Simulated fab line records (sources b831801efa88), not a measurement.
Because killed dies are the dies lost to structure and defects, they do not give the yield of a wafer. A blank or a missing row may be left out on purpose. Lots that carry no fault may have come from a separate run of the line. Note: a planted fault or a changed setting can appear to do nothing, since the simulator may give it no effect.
Matching of chambers :: flow sky130 :: SKY_LI_CONTACT_CMP_24 on cmp-01 has 4 sister chambers
The step polishes, stops on PSG, t overpolish 20 s, target thk 0 nm. 8 wafers are shown with their chamber, then 7 later ones without.

== WAFERS WITH THEIR CHAMBER ==
wafer: L380.5
chamber: 1
time_to_endpoint_s (s): 92
overpolish_run_s (s): 20.008

wafer: L381.5
chamber: 0
time_to_endpoint_s (s): 88
overpolish_run_s (s): 20.023

wafer: L393.3
chamber: 2
time_to_endpoint_s (s): 96
overpolish_run_s (s): 19.979

wafer: L393.5
chamber: 0
time_to_endpoint_s (s): 92
overpolish_run_s (s): 19.999

wafer: L394.4
chamber: 1
time_to_endpoint_s (s): 89
overpolish_run_s (s): 19.994

wafer: L394.6
chamber: 3
time_to_endpoint_s (s): 89
overpolish_run_s (s): 20.002

wafer: L395.1
chamber: 2
time_to_endpoint_s (s): 97
overpolish_run_s (s): 19.999

wafer: L395.4
chamber: 3
time_to_endpoint_s (s): 96
overpolish_run_s (s): 20.012

== WAFERS WHOSE CHAMBER IS MISSING ==
wafer: L395.5
time_to_endpoint_s (s): 97
overpolish_run_s (s): 20.000

wafer: L396.3
time_to_endpoint_s (s): 96
overpolish_run_s (s): 20.006

wafer: L396.4
time_to_endpoint_s (s): 93
overpolish_run_s (s): 20.004

wafer: L396.5
time_to_endpoint_s (s): 92
overpolish_run_s (s): 20.015

wafer: L398.1
time_to_endpoint_s (s): 87
overpolish_run_s (s): 19.997

wafer: L398.3
time_to_endpoint_s (s): 91
overpolish_run_s (s): 20.005

wafer: L398.5
time_to_endpoint_s (s): 95
overpolish_run_s (s): 19.989

== EACH ONE'S CHAMBER ==
wafer: L395.5
from the rows above: can't be placed: 2 or 3 or 1 or 0
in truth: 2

wafer: L396.3
from the rows above: can't be placed: 3 or 2 or 1 or 0
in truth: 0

wafer: L396.4
from the rows above: can't be placed: 3 or 1 or 0 or 2
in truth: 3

wafer: L396.5
from the rows above: can't be placed: 3 or 0 or 1 or 2
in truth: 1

wafer: L398.1
from the rows above: can't be placed: 1 or 0 or 3 or 2
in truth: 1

wafer: L398.3
from the rows above: can't be placed: 1 or 3 or 0 or 2
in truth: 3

wafer: L398.5
from the rows above: can't be placed: 2 or 3 or 1 or 0
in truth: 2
Correct placement for 0 of the 7. Can't be placed from these rows: 7 (the true chamber is among the candidates in 7). Wrongly placed: 0.
How it was worked out, from the rows above alone: a wafer's distance from a chamber is the root of the sum, over the readings, of the square of ((its reading less the chamber's mean) divided by the reading's scatter). The wafer belongs to the nearest chamber; if the next one is less than 2 further off, it can't be placed. Each chamber's mean is taken over the wafers shown for it. How the scatter is found: for the shown wafers, subtract from each reading the mean of its chamber, square and add these, divide the total by (wafers less chambers), then take the root.
